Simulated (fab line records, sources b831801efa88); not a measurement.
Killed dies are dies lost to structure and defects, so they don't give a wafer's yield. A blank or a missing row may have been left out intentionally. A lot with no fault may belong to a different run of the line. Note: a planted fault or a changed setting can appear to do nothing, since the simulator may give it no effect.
fab line records | flow gf180mcu
[record] lots = 13 | wafers = 39 | lastDay = 34
route steps=602 shown V2@397 V3@433 M4@471
lots untouched by any fault: they come from a run of this same line in which no faults occurred
startH: the number of hours between the record's first day and the start of the first shown wafer of the lot | waitH: hours from the lot's prior step to this one | " the same as in the row above | L1.1+2: a row that stands for several wafers | - value missing, or start not given | * or withheld: withheld | < > ~ a bound
route shown NAME@n: names a module that has steps shown in the file, with the first one's number in the route | usual: average and standard deviation across the fault-free wafers | same: alike in all rows | chamber/n: place in a boat | sites: readings site by site | _std_site: standard deviation of those values | _edge_site: mean of outer sites minus mean of inner sites | radiusMm: how far each site lies from the wafer's centre | mask NAME#n: copy n | behind: tool/chamber where the wafer was last shaped | hold: cause of the lot's hold/its duration in hours/its outcome | device: transistor that didn't switch, given as n, p or np | end of line: the route-end tests of the same wafers | step lacking rows: just its recipe | killed: not the wafer's yield, but the dies lost to structure and defects at the first sort | map: the dies of a wafer, with x for killed, . for not killed, _ for no die there
set.NAME: the setting as run; set.NAME@STEP: as run at that earlier step | model.NAME: the simulator's own value behind a step, which no gauge read
the route's steps for a sample of lots (tables are steps, rows are wafers)
services: from which hour (startH, from the record's first day; less than 0 if before it) a tool's chamber was out of use, for how many hours, and why
[[steps]]
[step GF_V2_OVL_MEAS_15]
[usual] V2_OVL = -5/5.1
lot.wafer | tool       | chamber | startH | waitH | V2_OVL[nm]
L998.2    | overlay-02 | -       | 478.50 | 0.1   | -3
L998.3    | "          | -       | "      | "     | 1
L998.6    | "          | -       | "      | "     | -3
L100.4    | overlay-01 | -       | 505.02 | 0.1   | -5
L100.5    | "          | -       | "      | "     | -6
L100.6    | "          | -       | "      | "     | -7
L101.2    | overlay-01 | -       | 509.36 | 0.1   | -7
L101.4    | "          | -       | "      | "     | -5
L101.5    | "          | -       | "      | "     | 1
L103.1    | overlay-01 | -       | 523.16 | 0.1   | -10
L103.4    | "          | -       | "      | "     | -21
L103.5    | "          | -       | "      | "     | -4
L104.4    | overlay-01 | -       | 529.07 | 0.1   | 2
L104.5    | "          | -       | "      | "     | 0
L104.6    | "          | -       | "      | "     | 3
L106.2    | overlay-02 | -       | 548.75 | 0.1   | -10
L106.3    | "          | -       | "      | "     | -12
L106.5    | "          | -       | "      | "     | -11
L115.1    | overlay-01 | -       | 617.48 | 0.1   | -6
L115.3    | "          | -       | "      | "     | -7
L115.5    | "          | -       | "      | "     | -7
L116.1    | overlay-02 | -       | 624.11 | 0.1   | -8
L116.4    | "          | -       | "      | "     | -5
L116.6    | "          | -       | "      | "     | -7
L117.2    | overlay-01 | -       | 628.20 | 0.1   | -11
L117.3    | "          | -       | "      | "     | -4
L117.5    | "          | -       | "      | "     | -6
L118.1    | overlay-02 | -       | 634.66 | 0.1   | -5
L118.3    | "          | -       | "      | "     | -2
L118.5    | "          | -       | "      | "     | -3
L119.3    | overlay-02 | -       | 647.27 | 0.1   | 1
L119.5    | "          | -       | "      | "     | -4
L119.6    | "          | -       | "      | "     | 1
L120.1    | overlay-01 | -       | 651.21 | 0.1   | -8
L120.5    | "          | -       | "      | "     | -15
L120.6    | "          | -       | "      | "     | -9
L121.2    | overlay-01 | -       | 655.61 | 0.1   | -6
L121.3    | "          | -       | "      | "     | -10
L121.6    | "          | -       | "      | "     | -7
[step GF_V3_CMP_04]
[recipe] material = SiO2 | downForcePsi = 4 | platenRpm = 60 | padVelocityMS = 0.94248
[usual] motorCurrentA = 12.3/1.3 | platenRpm = 60.01/0.041 | timeToEndpointS = 81/4.7
lot.wafer | tool   | chamber | startH | waitH | motorCurrentA | platenRpm | timeToEndpointS
L998.2    | cmp-02 | 2       | 505.36 | 0.1   | 13.5          | 59.99     | 80
L998.3    | "      | 3       | "      | "     | 13.8          | 59.98     | 78
L998.6    | "      | 2       | "      | "     | 13.3          | 59.95     | 80
L100.4    | cmp-01 | 1       | 531.57 | 0.0   | 11.0          | 59.98     | 84
L100.5    | "      | 1       | "      | "     | 10.7          | 60.09     | 94
L100.6    | "      | 2       | "      | "     | 10.8          | 60.00     | 93
L101.4    | cmp-02 | 0       | 535.24 | 0.1   | 14.6          | 59.98     | 83
L101.2    | "      | 2       | "      | "     | 12.9          | 59.96     | 76
L101.5    | "      | 3       | "      | "     | 15.0          | 60.02     | 82
L103.1    | cmp-01 | 0       | 548.52 | 0.1   | 13.2          | 60.02     | 76
L103.4    | "      | 1       | "      | "     | 10.9          | 60.11     | 80
L103.5    | "      | 1       | "      | "     | 10.9          | 60.12     | 89
L104.4    | cmp-01 | 0       | 554.37 | 0.0   | 12.8          | 60.05     | 81
L104.5    | "      | 0       | "      | "     | 12.6          | 60.02     | 82
L104.6    | "      | 1       | "      | "     | 11.4          | 60.02     | 84
L106.3    | cmp-01 | 1       | 574.31 | 0.1   | 11.5          | 59.97     | 45
L106.2    | "      | 3       | "      | "     | 12.2          | 60.03     | 81
L106.5    | "      | 1       | "      | "     | 11.5          | 60.04     | 85
L115.3    | cmp-02 | 0       | 641.38 | 0.1   | 13.1          | 60.04     | 78
L115.1    | "      | 1       | "      | "     | 10.9          | 59.98     | 76
L115.5    | "      | 2       | "      | "     | 12.9          | 59.98     | 84
L116.4    | cmp-01 | 2       | 646.93 | 0.1   | 11.0          | 60.05     | 77
L116.1    | "      | 3       | "      | "     | 11.4          | 59.96     | 76
L116.6    | "      | 3       | "      | "     | 11.7          | 60.02     | 77
L117.2    | cmp-02 | 1       | 651.85 | 0.0   | 11.3          | 60.02     | 74
L117.3    | "      | 3       | "      | "     | 15.3          | 60.07     | 82
L117.5    | "      | 1       | "      | "     | 11.3          | 60.04     | 81
L118.3    | cmp-01 | 3       | 657.56 | 0.1   | 11.7          | 60.05     | 78
L118.1    | "      | 0       | "      | "     | 12.2          | 60.02     | 75
L118.5    | "      | 2       | "      | "     | 11.4          | 60.01     | 82
L119.3    | cmp-02 | 3       | 669.32 | 0.0   | 15.2          | 59.98     | 79
L119.5    | "      | 3       | "      | "     | 15.7          | 59.98     | 89
L119.6    | "      | 0       | "      | "     | 13.6          | 59.99     | 88
L120.1    | cmp-01 | 3       | 674.07 | 0.1   | 12.1          | 60.01     | 75
L120.5    | "      | 3       | "      | "     | 11.3          | 60.05     | 83
L120.6    | "      | 0       | "      | "     | 12.5          | 59.96     | 80
L121.2    | cmp-01 | 1       | 678.31 | 0.0   | 11.0          | 60.04     | 74
L121.3    | "      | 3       | "      | "     | 11.8          | 60.00     | 80
L121.6    | "      | 1       | "      | "     | 10.4          | 59.99     | 80
[step GF_V3_ETCH_16]
[recipe] chemistry = N2/H2 | targetDepthA = withheld | overetchA = withheld | timeS = withheld | target = BARC | ionEnergyEv = 200 | sourceW = 500 | biasW = 100 | pressureMtorr = 30 | n2FlowSccm = 100 | h2FlowSccm = 200
[usual] drypumpMotorCurrentA = 5.81/0.25 | oesProductAu = 0.854/0.0044 | throttleValvePct = 13.224/0.0094
lot.wafer | tool       | chamber | startH | waitH | drypumpMotorCurrentA | oesProductAu | throttleValvePct
L998.2    | rieDiel-01 | 2       | 528.74 | 0.0   | 5.73                 | 0.849        | 13.212
L998.3    | "          | 0       | "      | "     | 5.96                 | 0.852        | 13.221
L998.6    | "          | 1       | "      | "     | 5.94                 | 0.848        | 13.218
L100.4    | rieDiel-04 | 3       | 554.74 | 0.0   | 5.74                 | 0.846        | 13.241
L100.5    | "          | 0       | "      | "     | 6.01                 | 0.849        | 13.232
L100.6    | "          | 3       | "      | "     | 5.71                 | 0.858        | 13.235
L101.2    | rieDiel-02 | 0       | 557.99 | 0.0   | 5.45                 | 0.854        | 13.234
L101.4    | "          | 1       | "      | "     | 5.38                 | 0.851        | 13.215
L101.5    | "          | 3       | "      | "     | 5.87                 | 0.850        | 13.201
L103.1    | rieDiel-02 | 2       | 571.29 | 0.0   | 5.92                 | 0.853        | 13.218
L103.4    | "          | 0       | "      | "     | 5.45                 | 0.851        | 13.230
L103.5    | "          | 1       | "      | "     | 5.37                 | 0.855        | 13.233
L104.4    | rieDiel-02 | 1       | 577.09 | 0.0   | 5.35                 | 0.857        | 13.247
L104.5    | "          | 1       | "      | "     | 5.34                 | 0.864        | 13.236
L104.6    | "          | 0       | "      | "     | 5.46                 | 0.857        | 13.221
L106.2    | rieDiel-04 | 3       | 596.34 | 0.0   | 5.75                 | 0.860        | 13.235
L106.3    | "          | 0       | "      | "     | 6.02                 | 0.856        | 13.221
L106.5    | "          | 0       | "      | "     | 6.03                 | 0.857        | 13.210
L115.1    | rieDiel-02 | 0       | 660.99 | 0.0   | 5.45                 | 0.851        | 13.226
L115.3    | "          | 3       | "      | "     | 5.91                 | 0.855        | 13.220
L115.5    | "          | 0       | "      | "     | 5.45                 | 0.864        | 13.218
L116.1    | rieDiel-04 | 1       | 667.29 | 0.0   | 6.19                 | 0.856        | 13.227
L116.4    | "          | 0       | "      | "     | 6.03                 | 0.853        | 13.210
L116.6    | "          | 2       | "      | "     | 6.00                 | 0.852        | 13.239
L117.2    | rieDiel-02 | 0       | 671.54 | 0.0   | 5.44                 | 0.854        | 13.234
L117.3    | "          | 2       | "      | "     | 5.93                 | 0.851        | 13.217
L117.5    | "          | 0       | "      | "     | 5.46                 | 0.861        | 13.236
L118.1    | rieDiel-04 | 2       | 677.65 | 0.0   | 6.00                 | 0.846        | 13.220
L118.3    | "          | 1       | "      | "     | 6.18                 | 0.861        | 13.227
L118.5    | "          | 3       | "      | "     | 5.72                 | 0.848        | 13.220
L119.3    | rieDiel-02 | 0       | 690.19 | 0.0   | 5.46                 | 0.853        | 13.219
L119.5    | "          | 0       | "      | "     | 5.45                 | 0.852        | 13.216
L119.6    | "          | 1       | "      | "     | 5.35                 | 0.854        | 13.215
L120.1    | rieDiel-04 | 1       | 693.99 | 0.0   | 6.17                 | 0.843        | 13.232
L120.5    | "          | 2       | "      | "     | 6.02                 | 0.851        | 13.223
L120.6    | "          | 1       | "      | "     | 6.22                 | 0.855        | 13.229
L121.2    | rieDiel-04 | 2       | 697.54 | 0.0   | 6.01                 | 0.853        | 13.214
L121.3    | "          | 3       | "      | "     | 5.74                 | 0.850        | 13.222
L121.6    | "          | 0       | "      | "     | 6.01                 | 0.864        | 13.221
[step GF_M4_OVL_MEAS_15]
[usual] M4_OVL = 1/5.2
lot.wafer | tool       | chamber | startH | waitH | M4_OVL[nm]
L998.2    | overlay-02 | -       | 553.25 | 0.1   | 1
L998.3    | "          | -       | "      | "     | -2
L998.6    | "          | -       | "      | "     | -6
L100.4    | overlay-02 | -       | 578.37 | 0.1   | 8
L100.5    | "          | -       | "      | "     | 7
L100.6    | "          | -       | "      | "     | 4
L101.2    | overlay-02 | -       | 581.31 | 0.1   | -4
L101.4    | "          | -       | "      | "     | 0
L101.5    | "          | -       | "      | "     | 1
L103.1    | overlay-02 | -       | 594.26 | 0.1   | 1
L103.4    | "          | -       | "      | "     | 1
L103.5    | "          | -       | "      | "     | 2
L104.4    | overlay-01 | -       | 600.37 | 0.1   | 7
L104.5    | "          | -       | "      | "     | 5
L104.6    | "          | -       | "      | "     | 3
L106.2    | overlay-01 | -       | 618.73 | 0.1   | 7
L106.3    | "          | -       | "      | "     | 1
L106.5    | "          | -       | "      | "     | 2
L115.1    | overlay-02 | -       | 682.15 | 0.1   | 4
L115.3    | "          | -       | "      | "     | 5
L115.5    | "          | -       | "      | "     | 1
L116.1    | overlay-02 | -       | 688.10 | 0.1   | -2
L116.4    | "          | -       | "      | "     | 2
L116.6    | "          | -       | "      | "     | 5
L117.2    | overlay-01 | -       | 692.86 | 0.1   | 3
L117.3    | "          | -       | "      | "     | -2
L117.5    | "          | -       | "      | "     | -1
L118.1    | overlay-01 | -       | 697.65 | 0.1   | -10
L118.3    | "          | -       | "      | "     | -8
L118.5    | "          | -       | "      | "     | -12
L119.3    | overlay-01 | -       | 711.62 | 0.1   | -4
L119.5    | "          | -       | "      | "     | -1
L119.6    | "          | -       | "      | "     | -2
L120.1    | overlay-02 | -       | 714.50 | 0.1   | 1
L120.5    | "          | -       | "      | "     | 3
L120.6    | "          | -       | "      | "     | 8
L121.2    | overlay-01 | -       | 718.40 | 0.1   | -3
L121.3    | "          | -       | "      | "     | 8
L121.6    | "          | -       | "      | "     | 3
[[services]]
tool       | chamber | startH | hours | kind
cmp-02     | -       | 489.45 | 3.8   | repair
cmp-01     | -       | 493.28 | 4.9   | pm
rieDiel-04 | -       | 525.67 | 4.3   | pm
rieDiel-01 | 2       | 529.49 | 6.1   | repair
rieDiel-01 | 2       | 551.60 | 5.1   | repair
rieDiel-04 | -       | 567.37 | 14.6  | pm
cmp-02     | -       | 572.00 | 4.0   | pm
cmp-02     | -       | 576.00 | -     | consumableReplace:conditioner
cmp-02     | -       | 576.00 | -     | consumableReplace:pad
cmp-01     | -       | 576.21 | 0.5   | repair
cmp-02     | -       | 579.87 | 0.8   | repair
cmp-02     | -       | 593.01 | 2.2   | repair
cmp-02     | -       | 595.24 | 5.5   | pm
cmp-02     | -       | 599.59 | 0.9   | repair
cmp-01     | -       | 606.48 | 5.7   | pm
rieDiel-04 | 3       | 608.23 | -     | clean
rieDiel-04 | 3       | 608.23 | 21.6  | scheduledDown
rieDiel-04 | 3       | 608.23 | 21.6  | ventCycle
rieDiel-02 | 1       | 634.60 | 12.2  | repair
rieDiel-01 | 3       | 640.70 | 1.8   | repair
cmp-01     | -       | 654.78 | 1.3   | repair
rieDiel-01 | 2       | 679.71 | 2.0   | repair
rieDiel-02 | 3       | 685.85 | 7.0   | repair
cmp-01     | -       | 693.34 | 11.9  | repair
[[key]]
[firstSign] step = GF_V3_CMP_04 | reading = timeToEndpointS | direction = down | sigmas = 7.5 | usual = * | struck = *
effect none on later readings
metAt GF_V3_CMP_04
struckLots L106
struckWafers L106.3
notActingAt GF_V2_OVL_MEAS_15,GF_V3_ETCH_16,GF_M4_OVL_MEAS_15
onsetBetween 554.37 574.31
[fault] kind = processParameterDrift | tool = cmp-01 | chamber = - | onsetH = 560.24 | steps = GF_V3_CMP_04 | channel = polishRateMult | offset = 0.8 | shape = step | endH = 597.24 | scope = struckWafersOnly
